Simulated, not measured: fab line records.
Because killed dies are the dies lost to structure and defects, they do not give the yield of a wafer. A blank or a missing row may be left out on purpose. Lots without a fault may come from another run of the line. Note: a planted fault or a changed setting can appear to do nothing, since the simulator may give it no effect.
Code-filled problem report in 8D (eight disciplines) form || flow sky130 || the parts of the form that need people (team, actions taken, sign-off) are left out

== 1. PROBLEM STATEMENT ==
Wafers without a fault read 21.01 C, standard deviation 0.094; developer_temp_C at SKY_LI_CONTACT_DEVELOP_11 reads a mean of 23.11 C on 9 wafers belonging to 3 lots. That puts it +22 standard deviations away from the usual mean.
The step: develop time 60 s.
Seen first at day 33 23:00 on litho_track-02, wafer L990.1. The record has a number at this step for 36 wafers belonging to 12 lots. The rule behind "out" and "out of limits": a value lying over 4 standard deviations away from the usual mean. Any other wafer with a number is counted as sound.

== 2. WHAT IT IS, AND WHAT IT ISN'T ==
{"question": "which readings at this step", "is": "developer_temp_C", "is not": "-"}
{"question": "which lots", "is": "L990, L992, L994", "is not": "L976, L978, L979, L980, L981, L984, L985, L991, L999"}
{"question": "which wafers of those lots", "is": "all that have a number", "is not": "-"}
{"question": "read on which tools", "is": "litho_track-02", "is not": "litho_track-01, litho_track-03"}
{"question": "when", "is": "from day 33 23:00", "is not": "up to then (21 sound wafers); but 6 sound wafers of L991, L999 came after"}

== 3. SUSPECTS, AND WHAT RULES EACH OUT ==
Counting: a tool at any process step up to the reading remains a suspect when it ran all the lots that are out and ran no sound lot after the first of those.
- litho_track-02 at SKY_LI_CONTACT_DEVELOP_11 (develop time 60 s): kept. It ran every lot that is out, first L990 (day 33 23:00), and no sound lot after that; its last sound lot up to then is L985 (day 32 11:00). On those wafers its own readings are out: developer_temp_C.
The count leaves litho_track-02 at SKY_LI_CONTACT_DEVELOP_11.

== 4. THE CAUSE (what the simulator had put in) ==
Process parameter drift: litho_track-02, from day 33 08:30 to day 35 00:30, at SKY_LI_CONTACT_DEVELOP_11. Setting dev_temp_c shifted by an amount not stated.
After counting, this tool was the only one left.

== 5. SEQUENCE OF EFFECTS, ordered by route ==
Each row: a reading where the mean over the struck wafers with a number is more than 3 standard deviations away from the usual. Only readings whose record carries a usual standard deviation are examined. hours: median over the lots of the time between each lot's start at the first step of this table that gives one and its start at this step. sigmas: the change, counted in usual standard deviations.
{"hours": 0, "step": "SKY_LI_CONTACT_DEVELOP_11", "reading": "developer_temp_C", "usual": "21.01 C", "on struck wafers": 23.11, "change": "+2.10", "sigmas": "+22"}
Process steps it contains:
- SKY_LI_CONTACT_DEVELOP_11: develop time 60 s.

== 6. WHAT WOULD HAVE CAUGHT IT SOONER ==
First out-of-limits reading in this record: day 33 23:00, which is 14 hours after fault onset at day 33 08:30.
